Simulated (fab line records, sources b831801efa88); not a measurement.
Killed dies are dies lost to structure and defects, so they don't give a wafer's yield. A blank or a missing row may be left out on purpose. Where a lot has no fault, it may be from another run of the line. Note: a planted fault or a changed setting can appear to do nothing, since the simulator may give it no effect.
Comparing a struck lot with a sound one + flow sky130 + 30 steps out of a route of 708
Sound: the wafers L956.1, L956.3, L956.6. Struck: wafers L968.2, L968.3, L968.4. At the end, the cause is stated.
Per side, at each step with rows, come the tool, then ch with its chambers, and then its first start. Under that, the readings that differ: sound wafers + struck wafers + difference of the means + sigmas: that difference in standard deviations of wafers without a fault.
alike: same words and numbers on both sides, and readings whose means sit less than 2 such deviations apart. not compared: any withheld reading, any reading some wafer has no value for, any bound like >300 that may hide the same value, and any number with overlapping values for which the record gives no deviation.
A row with sigmas, a row that says differs or no value, or rows on one side alone: a step with any of these is where the two part. When numbers do not overlap yet have no deviation, they are printed without sigmas and do not part them. A reading that every wafer of one side lacks parts them only if that side has two wafers or more.

first, 9 steps without rows for these wafers: SKY_SD_P_IMPLANT_09; SKY_SD_P_STRIP_10 (strips in O2/N2); SKY_RES_XHIGH_DEHYDRATE_00 (time 60 s); SKY_RES_XHIGH_HMDS_01 (prime time 60 s); SKY_RES_XHIGH_COAT_02 (resist thk 1140 nm); SKY_RES_XHIGH_SOFTBAKE_03 (time 60 s); SKY_RES_XHIGH_EXPOSE_04 (exposes mask URPM, target cd 1270 nm); SKY_RES_XHIGH_PEB_05; SKY_RES_XHIGH_DEVELOP_06 (develop time 60 s).
SKY_RES_XHIGH_IMPLANT_07:
  sound on implanter-01 ch 0, day 27 14:47; struck on implanter-01 ch 0, day 31 16:10
  alike: faradayCurrentUA
then, 19 steps without rows for these wafers: SKY_RES_XHIGH_STRIP_08 (strips in O2/N2); SKY_SD_N_DEHYDRATE_00 (time 60 s); SKY_SD_N_HMDS_01 (prime time 60 s); SKY_SD_N_COAT_02 (resist thk 1140 nm); SKY_SD_N_SOFTBAKE_03 (time 60 s); SKY_SD_N_EXPOSE_04 (exposes mask NSDM, target cd 380 nm); SKY_SD_N_PEB_05; SKY_SD_N_DEVELOP_06 (develop time 60 s); SKY_SD_N_IMPLANT_09; SKY_SD_N_IMPLANT_10; SKY_SD_N_STRIP_11 (strips in O2/N2); SKY_SD_N_CLEAN_13 (cleans in SC1/SC2, time 150 s); SKY_SD_N_RTA_14 (time 2 s); SKY_SALICIDE_CLEAN_00 (cleans in HF-last, time 30 s); SKY_LI_CONTACT_HDPCVD_00 (deposits PSG, target thk 930 nm, time 155 s); SKY_LI_CONTACT_CMP_02 (polishes PSG); SKY_LI_CONTACT_DEHYDRATE_04 (time 60 s); SKY_LI_CONTACT_HMDS_05 (prime time 60 s); SKY_LI_CONTACT_COAT_06 (resist thk 60 nm).
-- a jump in the record: the struck wafers' starts before and after are 18 days apart (it breaks off in module LI_CONTACT and resumes in module PAD_OPEN, where the first step shown is number 708 of the route) --
SKY_PAD_OPEN_PROBE_99:
  sound: prober-01 at day 46 14:43; struck: prober-02 at day 49 12:29
| reading                                     | sound             | struck               | difference | sigmas |
|---------------------------------------------|-------------------|----------------------|------------|--------|
| killedAtOther                               | 1 3 1             | 1 0 0                | -1         | -2     |
| model.etest.resXhighPo.rsOhmSqRimLessCentre | 81.81 96.43 87.69 | -216.3 -217.9 -198.9 | -299.7     |        |
| model.etest.resXhighPo.rsOhmSqRange         | 118.2 134.5 111.6 | 249.2 242.4 221.3    | +116.2     |        |
  alike: killed_at_M0_to_M3, killed_at_M4_up, killedAtContacts, killedAtFrontEnd, killedDies, killedOpen, killedShort

WHERE THEY PART
Only at SKY_PAD_OPEN_PROBE_99, as far as this record shows.

WHY: what the simulator had put in
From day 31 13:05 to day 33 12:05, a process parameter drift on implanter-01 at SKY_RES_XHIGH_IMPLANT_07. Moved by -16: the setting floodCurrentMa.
